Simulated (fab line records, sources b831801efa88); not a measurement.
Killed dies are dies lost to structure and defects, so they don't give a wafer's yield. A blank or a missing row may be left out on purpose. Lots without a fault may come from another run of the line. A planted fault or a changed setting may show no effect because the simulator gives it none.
One fault seen from 2 desks | flow sky130 | each desk has only its own numbers; what lay behind them comes last

THE TOOL OWNER'S DESK: litho_track-03
The tool's own readings at SKY_SD_P_DEVELOP_06 (develop time 60 s): means of the sampled wafers that have a number, for each lot that ran on this tool. A lot is out of limits, marked OUT, if its mean lies more than 4 standard deviations from the usual mean; the brackets give that distance.
Columns: A = developer_temp_C at SKY_SD_P_DEVELOP_06, usual 23.00 C; B = exhaust_pa at SKY_SD_P_DEVELOP_06, usual 45.0 Pa
lot  | first seen here | A               | B
L134 | day 26 00:24    | 22.98           | 45.4
L137 | day 27 15:32    | 20.67 (-21) OUT | 44.3
L138 | day 27 20:51    | 20.75 (-20) OUT | 45.2
This desk's finding: out of limits on L137, L138; first on L137, day 27 15:32 (developer_temp_C at SKY_SD_P_DEVELOP_06). In limits: L134.

THE METROLOGY DESK
What the gauges read, lot by lot, whatever tool the lot ran on: means of the sampled wafers that have a number. A lot is out of limits, marked OUT, if its mean lies more than 4 standard deviations from the usual mean; the brackets give that distance.
Columns: A = cd_nm at SKY_POLY_CUT_CD_MEAS_08, usual 270.4 nm; B = POLY_CUT_OVL at SKY_POLY_CUT_OVL_MEAS_09, usual 0 nm; C = cd_nm at SKY_SD_P_CD_MEAS_07, usual 378.7 nm
lot  | first seen here | A     | B  | C
L134 | day 24 19:11    | 272.5 | -6 | 379.1
L137 | day 26 10:53    | 271.4 | 6  | 383.4
L138 | day 26 15:47    | 270.9 | -1 | 385.3
L148 | day 29 21:33    | 271.9 | -1 | 378.6
L153 | day 31 11:03    | 269.3 | -8 | 384.6
L155 | day 31 23:33    | 269.0 | 0  | 380.7
This desk's finding: nothing out of limits on any of the 6 lots.

PUT TOGETHER
The tool owner's desk could have raised an alarm at day 27 15:32, on L137, L138.
The metrology desk saw nothing out of limits.
The metrology desk has L137, L138 on record, within its limits.
Of the lots named, all ran SKY_SD_P_DEVELOP_06 on litho_track-03.

WHAT THE SIMULATOR HAD PUT IN
Process parameter drift: litho_track-03, from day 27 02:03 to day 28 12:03, at SKY_SD_P_DEVELOP_06. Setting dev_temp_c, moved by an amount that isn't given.
Lots struck among those shown: L137, L138.
Hours from the fault's start to each desk's first reading out of limits: the tool owner's desk, 13.
